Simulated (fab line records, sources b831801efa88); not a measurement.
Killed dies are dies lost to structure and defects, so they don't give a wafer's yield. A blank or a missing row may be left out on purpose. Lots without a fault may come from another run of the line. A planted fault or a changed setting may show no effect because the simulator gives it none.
fab line records | flow sky130
record lots=6 wafers=18 last_day=49
route steps=708 shown VIA3@582 METAL4@598
lots that met no fault: from a run of the same line without faults
start_h: hours from the record's first day to the start of the lot's first wafer shown | wait_h: hours since the lot's step before | " the same as in the row above | L1.1+2: a row that stands for several wafers | - no value, or no start given | * or withheld: withheld | < > ~ a bound
route shown NAME@n: a module of which the file shows steps, and the number in the route of the first | usual: mean/standard deviation of fault-free wafers | same: alike in all rows | chamber/n: place in a boat | sites: the reading at each site | _std_site: their standard deviation | _edge_site: outer sites' mean less inner sites' | radius_mm: how far each site lies from the wafer's centre | mask NAME#n: copy n | behind: the tool/chamber that last shaped the wafer | hold: why the lot was held/for how many hours/how that ended | device: the transistor (n, p or np) that didn't switch | end of line: the same wafers' tests at the end of the route | a step without rows: its recipe alone | killed: dies lost to structure and defects at the first sort, not the wafer's yield | map: a wafer's dies, x killed, . not, _ none there
set.NAME: the setting as run; set.NAME@STEP: as run at that earlier step | model.NAME: the simulator's own value behind a step, which no gauge read
lots at some steps of the route; a table a step, a row a wafer
services: from which hour (start_h, from the record's first day; less than 0 if before it) a tool's chamber was out of use, for how many hours, and why
## steps
# step SKY_VIA3_EXPOSE_09
# recipe mask_id=VIM3 na=0.8 source_shape=annular sigma_inner=0.55 sigma_outer=0.85 target_cd_nm=200 dose_mj=38
# step SKY_VIA3_PEB_10
# recipe peb_temp_c=withheld peb_time_s=withheld resist=KrF-thick
# step SKY_VIA3_DEVELOP_11
# recipe develop_time_s=60 resist=KrF-thick dev_temp_c=21
# step SKY_VIA3_CD_MEAS_12
# recipe target_cd_nm=200
# usual cd_nm=199.8/1.3
# columns lot.wafer tool chamber start_h wait_h cd_nm
L950.2 cd_sem-01 - 927.31 - 199.0
L950.3 " - " " 198.5
L950.5 " - " " 199.5
L952.1 cd_sem-01 - 947.99 - 199.1
L952.2 " - " " 198.7
L952.6 " - " " 200.0
L954.1 cd_sem-02 - 955.94 - 200.0
L954.5 " - " " 198.9
L954.6 " - " " 200.2
L967.1 cd_sem-02 - 1044.64 - 201.3
L967.2 " - " " 198.7
L967.5 " - " " 200.1
L968.1 cd_sem-01 - 1048.58 - 198.7
L968.5 " - " " 198.4
L968.6 " - " " 198.3
L970.3 cd_sem-02 - 1061.22 - 202.1
L970.5 " - " " 202.6
L970.6 " - " " 201.0
# step SKY_VIA3_OVL_MEAS_13
# usual VIA3_OVL=5/6.3
# columns lot.wafer tool chamber start_h wait_h VIA3_OVL[nm]
L950.2 overlay-02 - 927.42 0.1 9
L950.3 " - " " -1
L950.5 " - " " 0
L952.1 overlay-02 - 948.11 0.1 1
L952.2 " - " " 4
L952.6 " - " " 0
L954.1 overlay-01 - 956.06 0.1 -6
L954.5 " - " " -8
L954.6 " - " " 4
L967.1 overlay-01 - 1044.76 0.1 2
L967.2 " - " " -4
L967.5 " - " " -7
L968.1 overlay-02 - 1048.70 0.1 3
L968.5 " - " " 3
L968.6 " - " " -5
L970.3 overlay-02 - 1061.31 0.1 2
L970.5 " - " " -1
L970.6 " - " " -3
# step SKY_VIA3_ETCH_14
# recipe chemistry=N2/H2 target=BARC ion_energy_ev=200 source_w=500 bias_w=100 pressure_mtorr=30 n2_flow_sccm=100 h2_flow_sccm=200 stop_on=SiO2 time_s=45.9 target_depth_a=600
# usual drypump_motor_current_A=5.7/0.58 n2_flow_sccm=100.0/0.3 oes_product_au=0.854/0.0048 throttle_valve_pct=13.226/0.0085
# columns lot.wafer tool chamber start_h wait_h drypump_motor_current_A n2_flow_sccm oes_product_au rf_hours_counter_h throttle_valve_pct
L950.2 rie_diel-02 0 927.45 0.0 5.8 100.1 0.852 7 13.239
L950.3 " 3 " " 5.9 99.8 0.857 18 13.236
L950.5 " 2 " " 6.3 99.6 0.863 - 13.230
L952.1 rie_diel-02 3 948.14 0.0 5.9 100.0 0.852 19 13.217
L952.2 " 2 " " 6.2 99.6 0.855 17 13.239
L952.6 " 2 " " 6.2 99.9 0.854 - 13.212
L954.1 rie_diel-03 3 956.10 0.0 5.5 100.4 0.853 12 13.224
L954.5 " 1 " " 5.9 100.2 0.858 - 13.224
L954.6 " 2 " " 5.6 100.2 0.857 - 13.236
L967.1 rie_diel-04 1 1044.79 0.0 5.2 99.7 0.849 16 13.232
L967.2 " 3 " " 5.0 100.0 0.861 11 13.226
L967.5 " 3 " " 5.0 99.8 0.850 - 13.225
L968.1 rie_diel-04 3 1048.73 0.0 5.0 100.1 0.853 11 13.219
L968.5 " 2 " " 5.6 100.5 0.855 - 13.229
L968.6 " 1 " " 5.2 99.8 0.855 - 13.232
L970.3 rie_diel-04 2 1061.33 0.0 5.6 100.1 0.860 29 13.232
L970.5 " 2 " " 5.6 100.0 0.863 - 13.221
L970.6 " 1 " " 5.2 99.6 0.851 - 13.211
# step SKY_VIA3_ETCH_15
# recipe target=SiO2 chemistry=C4F8/O2/Ar target_depth_nm=507 stop_on=TiN mask_material=KrF-thick source_w=1500 bias_w=1200 pressure_mtorr=40 c4f8_flow_sccm=withheld O2_flow_sccm=6 Ar_flow_sccm=300 time_s=78
# usual oes_product_au=0.946/0.0048
# columns lot.wafer tool chamber start_h wait_h oes_product_au rf_hours_counter_h
L950.2 rie_diel-02 0 927.49 0.0 0.948 7
L950.3 " 3 " " 0.945 18
L950.5 " 2 " " 0.934 -
L952.1 rie_diel-02 3 948.19 0.0 0.943 19
L952.2 " 2 " " 0.942 17
L952.6 " 2 " " 0.944 -
L954.1 rie_diel-03 3 956.14 0.0 0.945 12
L954.5 " 1 " " 0.947 -
L954.6 " 2 " " 0.953 -
L967.1 rie_diel-04 1 1044.84 0.0 0.947 16
L967.2 " 3 " " 0.950 11
L967.5 " 3 " " 0.941 -
L968.1 rie_diel-04 3 1048.77 0.0 0.950 11
L968.5 " 2 " " 0.944 -
L968.6 " 1 " " 0.944 -
L970.3 rie_diel-04 2 1061.37 0.0 0.949 29
L970.5 " 2 " " 0.947 -
L970.6 " 1 " " 0.939 -
# step SKY_VIA3_STRIP_16
# recipe chemistry=O2/N2 power_w=1400 pressure_mtorr=1500 platen_temp_c=withheld o2_flow_sccm=3000 n2_flow_sccm=300 overash_fraction=0.5
# usual drypump_motor_current_A=5.63/0.18 n2_flow_sccm=300.0/0.89 oes_product_au=0.403/0.0049 strip_time_to_endpoint_s=4.148/0.026
# columns lot.wafer tool chamber start_h wait_h drypump_motor_current_A n2_flow_sccm oes_product_au rf_hours_counter_h strip_time_to_endpoint_s
L950.2 plasma_asher-03 1 927.55 0.0 5.69 299.2 0.395 48 4.188
L950.3 " 1 " " 5.69 300.3 0.406 - 4.144
L950.5 " 1 " " 5.68 298.4 0.408 - 4.151
L952.1 plasma_asher-02 0 948.25 0.0 5.34 300.2 0.404 114 4.128
L952.2 " 1 " " 5.62 300.7 0.403 114 4.154
L952.6 " 1 " " 5.62 299.8 0.401 - 4.164
L954.1 plasma_asher-01 0 956.20 0.0 5.46 300.6 0.400 21 4.111
L954.5 " 1 " " 5.99 299.4 0.405 - 4.115
L954.6 " 0 " " 5.46 298.8 0.408 - 4.116
L967.1 plasma_asher-01 0 1044.90 0.0 5.46 297.4 0.407 30 4.162
L967.2 " 1 " " 5.98 299.4 0.398 30 4.135
L967.5 " 0 " " 5.46 298.6 0.404 - 4.127
L968.1 plasma_asher-01 1 1048.83 0.0 5.95 299.4 0.402 30 4.133
L968.5 " 1 " " 5.97 299.6 0.400 - 4.141
L968.6 " 0 " " 5.45 299.2 0.405 - 4.176
L970.3 plasma_asher-01 0 1061.47 0.1 5.47 300.2 0.405 - 4.188
L970.5 " 1 " " 5.97 300.3 0.401 - 4.174
L970.6 " 0 " " 5.46 299.6 0.403 - 4.192
# step SKY_VIA3_STRIP_17
# recipe chemistry=post_etch_residue_remover time_s=1200 temp_c=72.5
# step SKY_VIA3_CLEAN_18
# recipe chemistry=IPA time_s=180 temp_c=25
# step SKY_VIA3_CLEAN_19
# recipe chemistry=O3/DIW dry=n2_spin
# step SKY_VIA3_SPUTTER_20
# recipe material=TiN target_thk_nm=20 chamber_pressure_pa=5 power_w=4000 time_s=80
# usual throttle_valve_pct=30.1/1
# columns lot.wafer tool chamber start_h wait_h throttle_valve_pct
L950.2 pvd_sputter-03 - 928.17 0.0 28.4
L950.3 " - " " 30.5
L950.5 " - " " 30.6
L952.1 pvd_sputter-02 - 948.84 0.0 29.3
L952.2 " - " " 29.1
L952.6 " - " " 29.2
L954.1 pvd_sputter-03 - 956.79 0.0 30.6
L954.5 " - " " 30.8
L954.6 " - " " 30.7
L967.1 pvd_sputter-03 - 1045.49 0.0 28.7
L967.2 " - " " 29.8
L967.5 " - " " 30.0
L968.1 pvd_sputter-03 - 1049.43 0.0 28.5
L968.5 " - " " 29.8
L968.6 " - " " 30.5
L970.3 pvd_sputter-01 - 1062.03 0.0 28.4
L970.5 " - " " 32.1
L970.6 " - " " 29.9
# step SKY_VIA3_CVD_21
# recipe material=W target_thk_nm=390 time_s=117.31 temp_c=400 pressure_torr=40
# usual heater_power_outer_w=488/60 heater_power_w=800/45
# columns lot.wafer tool chamber start_h wait_h heater_power_outer_w heater_power_w model.W_of_VIA3_CVD_21.thk_nm
L950.2 cvd_w-02 1 928.27 0.1 412 736 391.1
L950.3 " 1 " " 406 745 388.2
L950.5 " 1 " " 404 714 387.9
L952.1 cvd_w-02 1 948.90 0.0 401 733 391.7
L952.2 " 0 " " 479 857 390.8
L952.6 " 0 " " 495 863 655.7
L954.1 cvd_w-02 0 956.85 0.0 499 816 387
L954.5 " 1 " " 412 721 394
L954.6 " 0 " " 484 829 655.1
L967.1 cvd_w-01 0 1045.55 0.0 552 794 388.5
L967.2 " 1 " " 544 837 392
L967.5 " 1 " " 535 819 390.9
L968.1 cvd_w-01 0 1049.49 0.0 549 790 385.4
L968.5 " 0 " " 534 806 388.3
L968.6 " 1 " " 538 841 388.3
L970.3 cvd_w-01 0 1062.13 0.1 554 786 389.5
L970.5 " 1 " " 542 850 390.8
L970.6 " 0 " " 547 801 390.9
# step SKY_VIA3_RS_MEAS_22
# recipe thk_meas_gauge=four-point-probe reads=W_of_VIA3_CVD_21+TiN_of_VIA3_SPUTTER_20
# usual VIA3_W_RS=0.2950/0.0024
# columns lot.wafer tool chamber start_h wait_h VIA3_W_RS[ohm/sq]
L950.2 film_metro-03 - 928.50 0.2 0.2928
L950.3 " - " " 0.2949
L950.5 " - " " 0.2952
L952.1 film_metro-03 - 949.02 0.1 0.2922
L952.2 " - " " 0.2924
L952.6 " - " " 0.1738
L954.1 film_metro-03 - 956.98 0.1 0.2961
L954.5 " - " " 0.2903
L954.6 " - " " 0.1738
L967.1 film_metro-03 - 1045.67 0.1 0.2950
L967.2 " - " " 0.2917
L967.5 " - " " 0.2927
L968.1 film_metro-03 - 1049.61 0.1 0.2967
L968.5 " - " " 0.2944
L968.6 " - " " 0.2950
L970.3 film_metro-04 - 1062.25 0.1 0.2944
L970.5 " - " " 0.2943
L970.6 " - " " 0.2931
# step SKY_VIA3_THK_MEAS_23
# recipe thk_meas_gauge=xrf reads=W_of_VIA3_CVD_21
# usual VIA3_W_THK=386/6.1
# columns lot.wafer tool chamber start_h wait_h VIA3_W_THK[nm]
L950.2 film_metro-03 - 928.61 0.1 394
L950.3 " - " " 391
L950.5 " - " " 392
L952.1 film_metro-03 - 949.14 0.1 387
L952.2 " - " " 389
L952.6 " - " " -
L954.1 film_metro-03 - 957.10 0.1 385
L954.5 " - " " 391
L954.6 " - " " -
L967.1 film_metro-03 - 1045.79 0.1 391
L967.2 " - " " 397
L967.5 " - " " 396
L968.1 film_metro-03 - 1049.73 0.1 391
L968.5 " - " " 389
L968.6 " - " " 391
L970.3 film_metro-04 - 1062.35 0.1 384
L970.5 " - " " 385
L970.6 " - " " 386
# step SKY_VIA3_CMP_24
# recipe stop_on=SiO2 t_overpolish_s=20 down_force_psi=3.5 platen_rpm=60 target_thk_nm=0 pad_velocity_m_s=0.94248
# usual motor_current_A=11.4/1.4 slurry_flow_ml_min=150.1/0.52 time_to_endpoint_s=95/3.8
# columns lot.wafer tool chamber start_h wait_h motor_current_A slurry_flow_ml_min time_to_endpoint_s
L950.3 cmp-02 1 928.66 0.0 11.1 150.3 93
L950.2 " 0 " " 12.5 150.5 92
L950.5 " 1 " " 10.8 149.8 93
L952.2 cmp-01 2 949.20 0.0 9.8 150.0 93
L952.1 " 3 " " 9.7 150.0 96
L952.6 " 3 " " 10.0 150.3 162
L954.1 cmp-01 3 957.26 0.1 9.5 151.1 101
L954.5 " 1 " " 11.0 150.1 100
L954.6 " 2 " " 10.3 150.6 158
L967.2 cmp-01 1 1045.90 0.1 10.9 149.5 104
L967.1 " 3 " " 9.9 150.2 101
L967.5 " 0 " " 11.2 149.6 98
L968.1 cmp-02 1 1049.94 0.2 10.7 149.7 99
L968.5 " 2 " " 11.3 150.0 89
L968.6 " 3 " " 14.1 149.6 98
L970.3 cmp-01 2 1062.49 0.1 9.7 150.1 89
L970.6 " 0 " " 10.8 150.9 94
L970.5 " 1 " " 10.4 150.4 95
# step SKY_METAL4_SPUTTER_00
# recipe material=Ti target_thk_nm=15 power_w=3000 time_s=10 chamber_pressure_pa=0.4
# usual throttle_valve_pct=30.1/1.4
# columns lot.wafer tool chamber start_h wait_h throttle_valve_pct
L950.2 pvd_sputter-03 - 928.96 0.1 30.6
L950.3 " - " " 28.5
L950.5 " - " " 30.6
L952.1 pvd_sputter-04 - 949.50 0.2 32.5
L952.2 " - " " 28.5
L952.6 " - " " 28.6
L954.1 pvd_sputter-04 - 957.46 0.1 32.6
L954.5 " - " " 29.6
L954.6 " - " " 30.1
L967.1 pvd_sputter-04 - 1046.15 0.1 29.7
L967.2 " - " " 32.5
L967.5 " - " " 32.4
L968.1 pvd_sputter-04 - 1050.09 0.1 29.9
L968.5 " - " " 29.9
L968.6 " - " " 32.6
L970.3 pvd_sputter-04 - 1062.69 0.1 29.7
L970.5 " - " " 28.5
L970.6 " - " " 29.7
## services
# columns tool chamber start_h hours kind
cvd_w-02 - 904.00 14.0 pm
pvd_sputter-03 - 904.78 3.0 repair
rie_diel-03 0 905.80 64.4 repair
cmp-02 - 912.02 4.0 pm
cmp-02 - 917.17 0.5 repair
rie_diel-02 - 922.94 0.5 repair
cvd_w-02 0 925.85 10.8 repair
plasma_asher-01 - 930.95 2.0 repair
pvd_sputter-04 - 938.77 1.9 repair
cmp-02 - 941.99 5.3 pm
pvd_sputter-03 - 944.10 1.9 repair
pvd_sputter-03 - 946.71 4.6 repair
cmp-01 - 966.31 6.5 pm
rie_diel-02 1 969.98 3.9 repair
cmp-02 - 973.02 6.3 pm
cmp-01 - 999.58 1.9 repair
cmp-02 - 1006.54 0.9 repair
cvd_w-02 - 1009.27 0.8 repair
cmp-01 - 1014.91 2.5 repair
pvd_sputter-04 - 1019.20 2.7 repair
cmp-01 - 1023.99 0.9 repair
rie_diel-03 2 1026.15 22.1 repair
cvd_w-02 0 1030.05 4.6 repair
cvd_w-02 - 1038.38 9.4 repair
## key
first_sign step=SKY_VIA3_RS_MEAS_22 reading=VIA3_W_RS direction=down sigmas=50 usual=0.2950 struck=0.1738
effect step=SKY_VIA3_THK_MEAS_23 reading=VIA3_W_THK direction=missing
effect step=SKY_VIA3_CMP_24 reading=time_to_endpoint_s direction=up sigmas=17 usual=* struck=*
model_effect step=SKY_VIA3_CVD_21 value=W_of_VIA3_CVD_21.thk_nm without=389 struck=655.4
met_at SKY_VIA3_CVD_21
struck_wafers L952.6,L954.6
onset_between 928.27 948.90
fault kind=process_parameter_drift tool=cvd_w-02 chamber=- onset_h=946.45 steps=SKY_VIA3_CVD_21 channel=target_thk_nm offset=268.64 shape=step end_h=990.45 scope=struck_wafers_only acts_in=these_recipes_only stated=390
